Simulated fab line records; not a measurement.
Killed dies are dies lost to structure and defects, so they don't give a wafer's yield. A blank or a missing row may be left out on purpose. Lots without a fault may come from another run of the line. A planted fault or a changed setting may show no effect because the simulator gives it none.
Chamber matching -- flow gf180mcu -- GF_V5_CVD_02 on pecvd-04: 3 sister chambers
The step deposits SiO2 from TEOS, target thk 1450 nm, time 163.28 s. 14 wafers are shown with their chamber, then 7 later ones without.

## EACH WAFER AND ITS CHAMBER
wafer,chamber,heater power w (W)
L972.2,0,545
L972.4,2,859
L972.6,0,585
L973.2,1,715
L973.4,0,538
L973.5,1,803
L979.1,2,878
L979.2,1,633
L979.6,0,590
L977.4,1,626
L977.5,0,469
L977.6,2,749
L985.2,1,773
L985.3,2,832

SIGNATURES, as means of the wafers listed above
reading,chamber 0,chamber 1,chamber 2,scatter within a chamber
heater power w,545.40,710.00,829.50,63.8
Rule: a wafer lies at a distance from a chamber equal to the root of the sum of squares, over the readings, of (its reading less the chamber's mean, divided by the reading's scatter). The wafer belongs to the nearest chamber; if the next one is less than 2 further off, it can't be placed. How the scatter is found: for the shown wafers, subtract from each reading the mean of its chamber, square and add these, divide the total by (wafers less chambers), then take the root.

## WAFERS MISSING THEIR CHAMBER
wafer,heater power w (W)
L985.5,625
L986.1,589
L986.3,876
L986.6,467
L988.2,754
L988.3,575
L988.6,616

## WHICH CHAMBER EACH ONE RAN IN
wafer,from the rows above,in truth
L985.5,can't be placed: 0 or 1 or 2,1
L986.1,can't be placed: 0 or 1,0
L986.3,can't be placed: 2 or 1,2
L986.6,0,0
L988.2,can't be placed: 1 or 2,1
L988.3,can't be placed: 0 or 1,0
L988.6,can't be placed: 0 or 1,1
Correctly placed: 1 of 7. Cannot be placed on the basis of these rows: 6; the candidates contain the true chamber in 6. Wrongly placed: 0.
